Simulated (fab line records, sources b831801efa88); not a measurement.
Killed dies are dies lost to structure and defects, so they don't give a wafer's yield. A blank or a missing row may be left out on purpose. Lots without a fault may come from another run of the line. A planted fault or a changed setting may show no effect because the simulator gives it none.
fab line records | flow gf180mcu
record lots=5 wafers=15 last_day=34
route steps=602 shown M2@381 V2@382
lots that met no fault: from a run of the same line without faults
start_h: hours from the record's first day to the start of the lot's first wafer shown | wait_h: hours since the lot's step before | " the same as in the row above | L1.1+2: a row that stands for several wafers | - no value, or no start given | * or withheld: withheld | < > ~ a bound
route shown NAME@n: a module of which the file shows steps, and the number in the route of the first | usual: mean/standard deviation of fault-free wafers | same: alike in all rows | chamber/n: place in a boat | sites: the reading at each site | _std_site: their standard deviation | _edge_site: outer sites' mean less inner sites' | radius_mm: how far each site lies from the wafer's centre | mask NAME#n: copy n | behind: the tool/chamber that last shaped the wafer | hold: why the lot was held/for how many hours/how that ended | device: the transistor (n, p or np) that didn't switch | end of line: the same wafers' tests at the end of the route | a step without rows: its recipe alone | killed: dies lost to structure and defects at the first sort, not the wafer's yield | map: a wafer's dies, x killed, . not, _ none there
set.NAME: the setting as run; set.NAME@STEP: as run at that earlier step | model.NAME: the simulator's own value behind a step, which no gauge read
lots at some steps of the route; a table a step, a row a wafer
services: from which hour (start_h, from the record's first day; less than 0 if before it) a tool's chamber was out of use, for how many hours, and why
## steps
# step GF_M2_CLEAN_19
# recipe chemistry=DIW dry=n2_spin
# columns lot.wafer tool chamber start_h wait_h
L077.4+5+6 wet_bench-02 1 458.12 0.0
L078.1+3+6 wet_bench-03 0 484.07 0.0
L080.2+3+6 wet_bench-01 2 500.60 0.0
L085.3+4+6 wet_bench-02 1 547.22 0.0
L096.1+2+6 wet_bench-01 1 616.42 0.0
# step GF_V2_CVD_00
# recipe material=SiO2 target_thk_nm=600 sigma_open_frac=0.3 temp_c=400 time_s=100 sih4_flow_sccm=60 pressure_mtorr=6
# usual susceptor_temp_C=400.00/0.21
# columns lot.wafer tool chamber start_h wait_h susceptor_temp_C
L077.4 hdpcvd-01 1 458.25 0.0 399.78
L077.5 " 2 " " 400.01
L077.6 " 0 " " 400.30
L078.1 hdpcvd-01 0 484.17 0.0 399.96
L078.3 " 2 " " 399.94
L078.6 " 2 " " 400.00
L080.2 hdpcvd-01 0 500.69 0.0 399.96
L080.3 " 2 " " 399.87
L080.6 " 2 " " 399.88
L085.3 hdpcvd-02 1 547.32 0.0 399.94
L085.4 " 0 " " 400.15
L085.6 " 1 " " 399.91
L096.1 hdpcvd-02 1 616.52 0.0 399.99
L096.2 " 2 " " 400.07
L096.6 " 1 " " 400.14
# step GF_V2_THK_MEAS_01
# recipe reads=SiO2_of_V2_CVD_00
# usual V2_CVD_00_THK=600/7
# columns lot.wafer tool chamber start_h wait_h V2_CVD_00_THK[nm]
L077.4 film_metro-02 - 458.31 0.0 591
L077.5 " - " " 604
L077.6 " - " " 606
L078.1 film_metro-02 - 484.24 0.0 609
L078.3 " - " " 597
L078.6 " - " " 603
L080.2 film_metro-04 - 500.81 0.1 606
L080.3 " - " " 604
L080.6 " - " " 605
L085.3 film_metro-04 - 547.41 0.1 590
L085.4 " - " " 586
L085.6 " - " " 598
L096.1 film_metro-04 - 616.60 0.0 602
L096.2 " - " " 601
L096.6 " - " " 600
# step GF_V2_CVD_02
# recipe material=SiO2 target_thk_nm=850 precursor=TEOS temp_c=400 time_s=94.851 rf_w=600
# usual heater_power_outer_w=402/90 heater_power_w=688/150 susceptor_temp_C=399.97/0.25
# columns lot.wafer tool chamber start_h wait_h heater_power_outer_w heater_power_w susceptor_temp_C
L077.4 pecvd-03 1 458.38 0.1 378 733 400.22
L077.5 " 2 " " 272 480 399.85
L077.6 " 0 " " 330 573 400.00
L078.1 pecvd-04 2 484.30 0.1 549 871 399.63
L078.3 " 1 " " 278 497 400.24
L078.6 " 2 " " 429 743 399.65
L080.2 pecvd-01 0 500.86 0.0 471 788 400.28
L080.3 " 1 " " 456 826 399.72
L080.6 " 2 " " 313 533 400.13
L085.3 pecvd-04 1 547.45 0.0 346 594 399.83
L085.4 " 1 " " 265 484 400.72
L085.6 " 0 " " 345 576 400.30
L096.1 pecvd-04 0 616.66 0.1 383 628 399.65
L096.2 " 1 " " 301 520 399.87
L096.6 " 0 " " 329 545 399.82
# step GF_V2_THK_MEAS_03
# recipe reads=SiO2_of_V2_CVD_02
# usual V2_CVD_02_THK=850/12
# columns lot.wafer tool chamber start_h wait_h V2_CVD_02_THK[nm]
L077.4 film_metro-03 - 458.44 0.0 849
L077.5 " - " " 842
L077.6 " - " " 865
L078.1 film_metro-02 - 484.37 0.0 851
L078.3 " - " " 840
L078.6 " - " " 861
L080.2 film_metro-03 - 500.94 0.0 840
L080.3 " - " " 834
L080.6 " - " " 855
L085.3 film_metro-03 - 547.54 0.1 840
L085.4 " - " " 851
L085.6 " - " " 862
L096.1 film_metro-04 - 616.76 0.1 839
L096.2 " - " " 828
L096.6 " - " " 839
# step GF_V2_CMP_04
# recipe material=SiO2 down_force_psi=4 platen_rpm=60 pad_velocity_m_s=0.94248
# usual motor_current_A=12.0/0.68 time_to_endpoint_s=81/5.1
# columns lot.wafer tool chamber start_h wait_h motor_current_A time_to_endpoint_s
L077.4 cmp-02 0 458.52 0.1 12.4 84
L077.6 " 3 " " 12.9 86
L077.5 " 0 " " 12.2 82
L078.3 cmp-02 0 484.48 0.1 13.1 76
L078.1 " 1 " " 11.5 81
L078.6 " 0 " " 11.9 85
L080.3 cmp-01 3 501.04 0.1 12.4 77
L080.2 " 1 " " 11.9 74
L080.6 " 2 " " 12.0 81
L085.4 cmp-02 0 547.58 0.0 12.4 84
L085.3 " 3 " " 12.4 78
L085.6 " 0 " " 13.0 86
L096.2 cmp-01 3 616.87 0.1 12.4 74
L096.1 " 1 " " 12.1 76
L096.6 " 3 " " 12.9 78
# step GF_V2_BOW_MEAS_05
# recipe mode=bow
# usual V2_BOW=100/9
# columns lot.wafer tool chamber start_h wait_h V2_BOW[um]
L077.4 film_metro-02 - 458.83 0.3 97
L077.5 " - " " 99
L077.6 " - " " 91
L078.1 film_metro-04 - 484.73 0.1 91
L078.3 " - " " 88
L078.6 " - " " 85
L080.2 film_metro-02 - 501.31 0.1 105
L080.3 " - " " 109
L080.6 " - " " 115
L085.3 film_metro-04 - 547.92 0.1 96
L085.4 " - " " 92
L085.6 " - " " 85
L096.1 film_metro-02 - 617.12 0.1 99
L096.2 " - " " 91
L096.6 " - " " 94
## services
# columns tool chamber start_h hours kind
cmp-02 - 444.20 3.7 pm
pecvd-01 - 462.48 1.0 repair
wet_bench-01 - 484.72 2.5 repair
hdpcvd-01 - 491.59 0.8 repair
pecvd-04 1 493.43 7.6 repair
hdpcvd-01 1 496.15 13.5 repair
hdpcvd-01 - 539.25 15.0 pm
hdpcvd-01 0 539.25 15.0 vent_cycle
hdpcvd-01 1 539.25 15.0 vent_cycle
hdpcvd-01 2 539.25 15.0 vent_cycle
pecvd-03 - 539.48 0.6 repair
hdpcvd-01 0 554.25 - clean
hdpcvd-01 1 554.25 - clean
hdpcvd-01 2 554.25 - clean
hdpcvd-02 - 566.71 2.7 repair
cmp-01 - 568.35 0.5 repair
cmp-02 - 570.14 2.7 repair
cmp-02 - 572.81 4.0 pm
cmp-02 - 576.81 - consumable_replace:conditioner
cmp-02 - 576.81 - consumable_replace:pad
pecvd-03 - 591.12 14.0 pm
pecvd-03 0 591.12 14.0 vent_cycle
pecvd-03 1 591.12 14.0 vent_cycle
pecvd-04 2 602.97 14.9 repair
## key
fault none
